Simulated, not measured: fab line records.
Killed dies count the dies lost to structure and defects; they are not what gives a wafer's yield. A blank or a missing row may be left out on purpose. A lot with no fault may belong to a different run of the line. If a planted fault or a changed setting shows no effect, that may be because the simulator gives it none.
2 desks, one fault || flow gf180mcu || every desk sees just its own numbers, and what lay behind them comes last

FROM THE METROLOGY DESK
What the gauges read, lot by lot, whatever tool the lot ran on: means of the sampled wafers that have a number. A lot is out of limits, marked OUT, if its mean lies more than 4 standard deviations from the usual mean; the brackets give that distance.
Columns: A = cdNm at GF_TOP_METAL_CD_MEAS_14, usual 440.4 nm
{"lot": "L241", "first seen here": "day 28 01:43", "A": 439.4}
{"lot": "L243", "first seen here": "day 28 17:47", "A": 438.1}
{"lot": "L245", "first seen here": "day 29 09:16", "A": 436.1}
{"lot": "L246", "first seen here": "day 29 20:16", "A": 441.7}
{"lot": "L247", "first seen here": "day 30 08:46", "A": 443.4}
{"lot": "L251", "first seen here": "day 31 12:05", "A": 437.5}
{"lot": "L255", "first seen here": "day 32 07:10", "A": 441.8}
{"lot": "L257", "first seen here": "day 32 18:32", "A": 444.7}
{"lot": "L259", "first seen here": "day 33 09:41", "A": 441.8}
{"lot": "L260", "first seen here": "day 33 13:19", "A": 442.3}
{"lot": "L263", "first seen here": "day 34 07:41", "A": 437.4}
Finding of this desk: none of the 11 lots has anything out of limits.

AT THE TOOL OWNER'S DESK: plasmaAsher-03
The tool's own readings at GF_TOP_METAL_STRIP_17 (strips in O2/N2): means of the sampled wafers that have a number, for each lot that ran on this tool. A lot is out of limits, marked OUT, if its mean lies more than 4 standard deviations from the usual mean; the brackets give that distance.
Columns: A = chamberPressureMTorr at GF_TOP_METAL_STRIP_17, usual 1500.0 mTorr; B = drypumpMotorCurrentA at GF_TOP_METAL_STRIP_17, usual 5.55 A; C = heaterPowerW at GF_TOP_METAL_STRIP_17, usual 360 W; D = oesProductAu at GF_TOP_METAL_STRIP_17, usual 0.710 a.u.; E = stripTimeToEndpointS at GF_TOP_METAL_STRIP_17, usual 12.83 s
{"lot": "L241", "first seen here": "day 28 02:04", "A": 1501.0, "B": 5.33, "C": 345, "D": 0.710, "E": 12.82}
{"lot": "L243", "first seen here": "day 28 18:09", "A": 1501.6, "B": 5.27, "C": 340, "D": 0.707, "E": 12.83}
{"lot": "L245", "first seen here": "day 29 09:35", "A": 1499.6, "B": 5.33, "C": 348, "D": 0.709, "E": 12.82}
{"lot": "L247", "first seen here": "day 30 09:05", "A": 1499.8, "B": 5.33, "C": 347, "D": 0.712, "E": 12.83}
{"lot": "L257", "first seen here": "day 32 18:52", "A": 1500.4, "B": 5.33, "C": 341, "D": 0.717, "E": 12.83}
{"lot": "L259", "first seen here": "day 33 10:13", "A": 1499.3, "B": 5.33, "C": 345, "D": 0.712, "E": 12.84}
{"lot": "L260", "first seen here": "day 33 13:51", "A": 1501.2, "B": 5.28, "C": 335, "D": 0.708, "E": 12.80}
Finding of this desk: none of the 7 lots has anything out of limits.

BROUGHT TOGETHER
At the metrology desk, nothing out of limits was observed.
The tool owner's desk saw nothing out of limits.

WHAT THE SIMULATOR PUT IN
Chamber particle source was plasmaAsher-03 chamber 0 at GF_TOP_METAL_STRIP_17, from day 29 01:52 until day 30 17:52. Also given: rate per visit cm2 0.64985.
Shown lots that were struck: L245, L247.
